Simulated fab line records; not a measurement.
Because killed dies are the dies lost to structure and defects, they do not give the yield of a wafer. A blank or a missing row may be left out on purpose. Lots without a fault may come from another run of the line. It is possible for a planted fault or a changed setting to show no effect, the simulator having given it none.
Which tool did it?	flow sky130	42 wafers from 14 lots sampled at 2 of the route's 708 steps

== WHAT THE GAUGES READ, wafer by wafer ==
The record holds no reading of a measuring or inspecting step that can be judged against a usual standard deviation.

== WHAT TOOL EACH LOT RAN ON (gives the tool, then ch and the chambers of the sampled wafers, and finally the start) ==
lot	SKY_FIELD_ISO_ETCH_14	SKY_PAD_OPEN_PROBE_99
L539	rie diel-01 ch 0,2,3, day 2 04:52	-
L540	rie diel-01 ch 1,2,3, day 2 10:34	-
L541	rie diel-04 ch 0,3, day 2 17:28	-
L542	rie diel-04 ch 0,1,3, day 2 20:50	-
L543	rie diel-04 ch 1,3, day 3 01:34	-
L544	rie diel-04 ch 0,1,2, day 3 05:34	-
L545	rie diel-01 ch 0,1,3, day 3 11:28	-
L546	rie diel-04 ch 0,2, day 3 16:28	-
L547	rie diel-04 ch 0,1,2, day 3 21:13	-
L551	rie diel-04 ch 0,3, day 4 18:46	prober-02, day 48 22:52
L553	rie diel-04 ch 1,2,3, day 5 05:02	-
L559	rie diel-01 ch 0,2,3, day 6 12:37	-
L560	rie diel-01 ch 1,2,3, day 6 17:25	-
L562	rie diel-02 ch 0,1,3, day 7 05:38	-
- SKY_FIELD_ISO_ETCH_14: etches BARC in N2/H2, stops on SiO2, time 45.9 s, target depth 60 nm.
- SKY_PAD_OPEN_PROBE_99

== AS READ BY THE TOOLS THEMSELVES (means over the sampled wafers that have a number; for cases with no such wafer, the mark the record gives instead) ==
SKY_FIELD_ISO_ETCH_14. Usual: bias w 100.0 W, standard deviation 0.33; drypump motor current A 6.0 A, standard deviation 0.58; oes product au 0.854 a.u., standard deviation 0.0047; throttle valve pct 13.225 %, standard deviation 0.0091.
lot	tool	bias w (W)	drypump motor current A (A)	oes product au (a.u.)	throttle valve pct (%)	flag
L539	rie diel-01	100.0	5.9	0.861	13.231	
L540	rie diel-01	99.9	5.6	0.856	13.231	
L541	rie diel-04	100.1	5.3	0.851	13.223	
L542	rie diel-04	100.0	6.0	0.856	13.228	
L543	rie diel-04	99.9	6.2	0.853	13.221	
L544	rie diel-04	99.7	6.5	0.855	13.224	
L545	rie diel-01	100.0	6.0	0.853	13.220	
L546	rie diel-04	100.1	6.5	0.857	13.227	
L547	rie diel-04	100.2	6.5	0.853	13.222	
L551	rie diel-04	83.2	5.6	0.857	13.224	OFF
L553	rie diel-04	83.2	6.3	0.853	13.223	OFF
L559	rie diel-01	99.9	5.9	0.856	13.230	
L560	rie diel-01	100.0	5.6	0.854	13.228	
L562	rie diel-02	100.2	5.5	0.852	13.227	

SKY_PAD_OPEN_PROBE_99. Usual: killed_at_M0_to_M3 44, standard deviation 7.2; killed_at_M4_up 3.4, standard deviation 2.1; killed at contacts 24, standard deviation 5.5; killed at front end 15, standard deviation 4.6; killed at other 0.4, standard deviation 0.64; killed dies 86, standard deviation 9.1; killed open 47, standard deviation 7.5; killed short 39, standard deviation 5.8.
lot	tool	killed_at_M0_to_M3	killed_at_M4_up	killed at contacts	killed at front end	killed at other	killed dies	killed open	killed short	flag
L551	prober-02	47	2.0	21	17	0.0	87	54	34	

== THE ANSWER, worked out from the rows above alone ==
Rule: a lot is off if the mean of its wafers that have a number lies more than 3 standard deviations from the usual mean. A lot without any number at a reading at which 4 lots or more have one is off too. Any other lot the step has rows for is counted as sound. The gauges are gone through in route order, then the tools' own readings, and for those a lot's mean is taken as printed above. The first step at which some lot is off is used, and at that step the reading that is off furthest; a lot without a number counts as furthest.
Off at SKY_FIELD_ISO_ETCH_14 (bias w): L551, L553.
A tool fits if, at that step or a process step before it, it ran every lot that is off, and no sound lot after the first of them. One candidate fits, namely rie diel-04 at SKY_FIELD_ISO_ETCH_14. Its last sound lot is L547 (day 3 21:13), its first lot that is off L551 (day 4 18:46): a fault that began between those two fits.
The tool's own readings at SKY_FIELD_ISO_ETCH_14 bear it out: on the lots that are off they differ by more than 5 times the standard deviation of the sound lots' means. bias w reads 83.2 W there against 100.0 W on the sound lots.

== WHAT THE SIMULATOR PUT IN ==
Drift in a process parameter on rie diel-04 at SKY_FIELD_ISO_ETCH_14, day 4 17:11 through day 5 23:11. Setting bias w shifted by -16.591 from 100. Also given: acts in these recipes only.
Shown lots that were struck: L551, L553. The rule above found the same.
